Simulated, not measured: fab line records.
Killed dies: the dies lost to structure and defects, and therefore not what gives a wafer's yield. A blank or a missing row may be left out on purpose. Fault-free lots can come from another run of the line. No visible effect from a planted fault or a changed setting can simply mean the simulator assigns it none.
fab line records    flow sky130    part 2 of 2: steps 26 to 37 of 37
record: lots: 5  wafers: 15  lastDay: 51
route steps=708 shown LDD_HVN@270 LDD_HVP@278 LDD_LDN@289 SPACER@304
lots that met no fault: from a run of the same line without faults
startH: hours from the record's opening day to when the first of the lot's shown wafers began    waitH: hours from the lot's prior step to this one    " identical to the entry in the row above    L1.1+2: several wafers, shown together as one row    - no value, or no start was given    * or withheld: withheld    < > ~ a bound
route shown NAME@n: a module of which the file shows steps, and the number in the route of the first    usual: mean/standard deviation taken from wafers without a fault    same: alike in all rows    chamber/n: place in a boat    sites: per-site readings    _std_site: the standard deviation of these    _edge_site: inner sites' mean taken away from outer sites' mean    radiusMm: for every site, how far away it sits from the centre of the wafer    mask NAME#n: copy n    behind: the last tool/chamber to shape the wafer    hold: the reason the lot was held/the length of the hold in hours/how it ended    device: the n, p or np transistor that did not switch    end of line: tests of these same wafers at the route's end    a step with no rows: only its recipe    killed: the dies lost at the first sort to structure and to defects; this is not the yield of the wafer    map: a wafer's dies, marking killed ones x, the rest . and places with no die _
set.NAME: the setting as run; set.NAME@STEP: as run at that earlier step    model.NAME: the simulator's own value behind a step, which no gauge read
lots seen at some steps along the route; tables by step, rows by wafer
services: the hour from which a tool's chamber was out of use, counted from the record's first day as startH (under 0 if before that day), plus the number of hours and why
== steps ==
step: SKY_LDD_LDN_DEVELOP_06
recipe: resist: NOVOLAK  developer: TMAH  developTimeS: 60  devTempC: 23
usual: exhaustPa: 44.9/0.9
lot.wafer  tool           chamber  startH  waitH  exhaustPa
L074.3     lithoTrack-03  0        520.35  0.1    44.2
L074.5     "              0        "       "      44.7
L074.6     "              0        "       "      44.6
L075.2     lithoTrack-03  0        542.53  0.1    45.5
L075.3     "              0        "       "      45.6
L075.6     "              0        "       "      44.0
L084.1     lithoTrack-03  0        628.40  0.1    44.1
L084.2     "              0        "       "      44.3
L084.5     "              0        "       "      45.1
L091.2     lithoTrack-03  0        704.58  0.1    43.4
L091.3     "              0        "       "      43.8
L091.5     "              0        "       "      43.0
L097.1     lithoTrack-04  0        730.53  0.1    44.9
L097.3     "              0        "       "      46.0
L097.6     "              0        "       "      43.4
step: SKY_LDD_LDN_OVL_MEAS_07
usual: LDD_LDN_OVL: 0.3/1.2
lot.wafer  tool        chamber  startH  waitH  LDD_LDN_OVL[nm]
L074.3     overlay-02  -        520.46  0.1    0.2
L074.5     "           -        "       "      -2.1
L074.6     "           -        "       "      -0.8
L075.2     overlay-01  -        542.66  0.1    0.8
L075.3     "           -        "       "      -0.4
L075.6     "           -        "       "      1.1
L084.1     overlay-01  -        628.55  0.1    -0.5
L084.2     "           -        "       "      -0.2
L084.5     "           -        "       "      -1.0
L091.2     overlay-02  -        704.71  0.1    0.9
L091.3     "           -        "       "      -0.2
L091.5     "           -        "       "      -0.2
L097.1     overlay-02  -        730.68  0.1    0.0
L097.3     "           -        "       "      -0.2
L097.6     "           -        "       "      0.7
step: SKY_LDD_LDN_IMPLANT_08
recipe: species: As  energyKev: 15  doseCm2: 1.25e+13  tiltDeg: withheld  rotationDeg: 23
lot.wafer   tool          chamber  startH  waitH
L074.3+5+6  implanter-01  0        520.54  0.1
L075.2+3+6  implanter-01  0        542.71  0.0
L084.1+2+5  implanter-01  0        628.59  0.0
L091.2+3+5  implanter-03  0        704.76  0.0
L097.1+3+6  implanter-03  0        730.72  0.0
step: SKY_LDD_LDN_IMPLANT_09
recipe: species: As  energyKev: 15  doseCm2: 1.25e+13  tiltDeg: withheld  rotationDeg: 113
lot.wafer   tool          chamber  startH  waitH
L074.3+5+6  implanter-01  0        520.69  0.1
L075.2+3+6  implanter-01  0        542.86  0.1
L084.1+2+5  implanter-01  0        628.74  0.1
L091.2+3+5  implanter-03  0        704.91  0.1
L097.1+3+6  implanter-03  0        730.87  0.1
step: SKY_LDD_LDN_IMPLANT_10
recipe: species: As  energyKev: 15  doseCm2: 1.25e+13  tiltDeg: withheld  rotationDeg: 203
lot.wafer   tool          chamber  startH  waitH
L074.3+5+6  implanter-01  0        520.84  0.1
L075.2+3+6  implanter-01  0        543.01  0.1
L084.1+2+5  implanter-01  0        628.89  0.1
L091.2+3+5  implanter-03  0        705.06  0.1
L097.1+3+6  implanter-03  0        731.02  0.1
step: SKY_LDD_LDN_IMPLANT_11
recipe: species: As  energyKev: 15  doseCm2: 1.25e+13  tiltDeg: withheld  rotationDeg: 293
lot.wafer   tool          chamber  startH  waitH
L074.3+5+6  implanter-01  0        520.99  0.1
L075.2+3+6  implanter-01  0        543.16  0.1
L084.1+2+5  implanter-01  0        629.04  0.1
L091.2+3+5  implanter-03  0        705.21  0.1
L097.1+3+6  implanter-03  0        731.17  0.1
step: SKY_LDD_LDN_STRIP_12
recipe: chemistry: O2/N2  powerW: 1400  pressureMtorr: 1500  platenTempC: withheld  o2FlowSccm: 3000  n2FlowSccm: 300  overashFraction: 0.5
usual: drypumpMotorCurrentA: 5.2/0.34  oesProductAu: 0.715/0.005  stripTimeToEndpointS: 14.19/0.041
same: overashFraction: 0.5
lot.wafer  tool            chamber  startH  waitH  drypumpMotorCurrentA  oesProductAu  rfHoursCounterH  stripTimeToEndpointS
L074.3     plasmaAsher-04  1        521.12  0.1    4.9                   0.716         -                14.21
L074.5     "               1        "       "      4.9                   0.707         -                14.26
L074.6     "               0        "       "      5.2                   0.709         -                14.24
L075.2     plasmaAsher-01  1        543.29  0.1    4.8                   0.706         73               14.15
L075.3     "               0        "       "      5.7                   0.714         -                14.14
L075.6     "               0        "       "      5.7                   0.724         -                14.08
L084.1     plasmaAsher-02  0        629.19  0.1    5.1                   0.716         51               14.15
L084.2     "               1        "       "      5.6                   0.710         51               14.16
L084.5     "               1        "       "      5.6                   0.716         -                14.17
L091.2     plasmaAsher-02  0        705.34  0.1    5.1                   0.719         59               14.18
L091.3     "               0        "       "      5.1                   0.717         -                14.17
L091.5     "               0        "       "      5.1                   0.723         -                14.21
L097.1     plasmaAsher-01  0        731.32  0.1    5.7                   0.714         92               14.15
L097.3     "               0        "       "      5.7                   0.721         -                14.10
L097.6     "               1        "       "      4.8                   0.710         -                14.15
step: SKY_LDD_LDN_TW_MEAS_13
usual: LDD_LDN_TW: 1470/10
lot.wafer  tool          chamber  startH  waitH  LDD_LDN_TW
L074.3     filmMetro-03  -        521.21  0.1    1486
L074.5     "             -        "       "      1493
L074.6     "             -        "       "      1495
L075.2     filmMetro-01  -        543.40  0.1    1471
L075.3     "             -        "       "      1472
L075.6     "             -        "       "      1484
L084.1     filmMetro-03  -        629.29  0.1    1469
L084.2     "             -        "       "      1456
L084.5     "             -        "       "      1465
L091.2     filmMetro-03  -        705.45  0.1    1474
L091.3     "             -        "       "      1471
L091.5     "             -        "       "      1466
L097.1     filmMetro-01  -        731.42  0.1    1472
L097.3     "             -        "       "      1478
L097.6     "             -        "       "      1471
step: SKY_LDD_LDN_CLEAN_14
recipe: chemistry: SC1/SC2  mix: 1:4:20  tempC: 70  timeS: 150  dry: n2Spin
lot.wafer   tool         chamber  startH  waitH
L074.3+5+6  wetBench-04  0        521.25  0.0
L075.2+3+6  wetBench-03  2        543.45  0.0
L084.1+2+5  wetBench-03  0        629.35  0.1
L091.2+3+5  wetBench-04  2        705.50  0.0
L097.1+3+6  wetBench-03  1        731.48  0.1
step: SKY_SPACER_CVD_00
recipe: material: Si3N4  precursor: DCS/NH3  targetThkNm: 43.1  tempC: 770  timeS: 740  pressureMtorr: 250
usual: spikeTcBottomC: 791.9/1.5  zonePowerTopPct: 29.7/1.1
lot.wafer  tool      chamber  startH  waitH  spikeTcBottomC  zonePowerTopPct
L074.3     lpcvd-02  0        522.02  0.7    793.7           28.2
L074.5     "         0        "       "      793.0           28.1
L074.6     "         0        "       "      793.1           28.3
L075.2     lpcvd-02  0        545.26  1.7    795.2           28.1
L075.3     "         0        "       "      792.4           28.3
L075.6     "         0        "       "      793.5           28.9
L084.1     lpcvd-02  1        630.64  1.2    792.1           31.0
L084.2     "         1        "       "      790.3           30.7
L084.5     "         1        "       "      791.9           31.0
L091.2     lpcvd-02  1        705.55  0.0    790.3           30.9
L091.3     "         1        "       "      790.3           30.8
L091.5     "         1        "       "      791.7           30.6
L097.1     lpcvd-02  0        731.53  0.0    794.0           28.3
L097.3     "         0        "       "      795.0           28.2
L097.6     "         0        "       "      793.7           28.1
step: SKY_SPACER_THK_MEAS_01
recipe: reads: Si3N4_of_SPACER_CVD_00
usual: SPACER_CVD_00_THK: 43.2/0.46
lot.wafer  tool          chamber  startH  waitH  SPACER_CVD_00_THK[nm]
L074.3     filmMetro-04  -        523.25  0.0    44.0
L074.5     "             -        "       "      44.4
L074.6     "             -        "       "      44.2
L075.2     filmMetro-03  -        546.47  0.0    44.0
L075.3     "             -        "       "      43.5
L075.6     "             -        "       "      44.1
L084.1     filmMetro-03  -        631.84  0.0    42.4
L084.2     "             -        "       "      42.6
L084.5     "             -        "       "      42.6
L091.2     filmMetro-03  -        706.76  0.0    43.1
L091.3     "             -        "       "      42.7
L091.5     "             -        "       "      42.8
L097.1     filmMetro-04  -        732.74  0.0    43.9
L097.3     "             -        "       "      43.9
L097.6     "             -        "       "      43.9
step: SKY_SPACER_ETCHBACK_02
recipe: chemistry: CH3F/O2  target: Si3N4  stopOn: SiO2  sourceW: 400  biasW: 80  pressureMtorr: 25  ch3fFlowSccm: 40  O2_flow_sccm: 30  timeS: 46.7  targetDepthA: 450
usual: biasW: 80.02/0.23  drypumpMotorCurrentA: 5.6/0.52  oesProductAu: 0.856/0.0065  throttleValvePct: 10.563/0.0093
lot.wafer  tool        chamber  startH  waitH  biasW  drypumpMotorCurrentA  oesProductAu  rfHoursCounterH  throttleValvePct
L074.3     rieDiel-02  0        523.29  0.0    79.90  5.2                   0.864         3                10.557
L074.5     "           3        "       "      80.02  5.0                   0.872         -                10.564
L074.6     "           0        "       "      80.01  5.2                   0.867         -                10.560
L075.2     rieDiel-04  1        546.52  0.0    79.71  5.1                   0.862         4                10.571
L075.3     "           3        "       "      79.97  6.6                   0.862         6                10.563
L075.6     "           1        "       "      79.97  5.1                   0.877         -                10.564
L084.1     rieDiel-02  1        631.90  0.1    79.91  6.1                   0.855         12               10.563
L084.2     "           2        "       "      80.24  6.1                   0.853         27               10.571
L084.5     "           1        "       "      80.05  6.1                   0.854         -                10.556
L091.2     rieDiel-04  2        706.81  0.0    80.39  5.6                   0.859         15               10.577
L091.3     "           1        "       "      80.13  5.2                   0.853         8                10.554
L091.5     "           2        "       "      80.45  5.6                   0.851         -                10.549
L097.1     rieDiel-04  1        732.80  0.1    80.03  5.2                   0.870         9                10.570
L097.3     "           0        "       "      79.77  5.3                   0.862         2                10.550
L097.6     "           2        "       "      80.38  5.6                   0.866         -                10.554
== services ==
tool             chamber  startH  hours  kind
ilineStepper-02  -        436.91  1.7    pm
implanter-01     -        443.46  2.6    repair
plasmaAsher-03   -        456.20  14.6   pm
ilineStepper-01  -        463.62  1.7    pm
ilineStepper-01  -        471.68  10.2   repair
implanter-03     -        529.39  4.4    repair
plasmaAsher-03   -        536.17  4.3    pm
implanter-01     -        538.22  4.4    repair
implanter-01     -        538.66  2.7    repair
implanter-03     -        557.31  3.7    repair
ilineStepper-01  -        558.23  1.0    repair
implanter-01     -        603.27  0.6    repair
ilineStepper-02  -        607.39  4.4    pm
ilineStepper-01  -        615.74  5.7    repair
implanter-03     -        624.95  20.4   repair
implanter-01     -        633.07  1.6    repair
lpcvd-02         -        646.70  2.8    pm
ilineStepper-02  -        655.09  1.7    pm
ilineStepper-02  -        662.99  1.0    repair
implanter-01     -        673.34  3.9    repair
implanter-01     -        677.51  3.4    pm
ilineStepper-01  -        681.80  1.7    pm
implanter-03     -        683.75  0.6    repair
plasmaAsher-03   -        693.75  2.8    repair
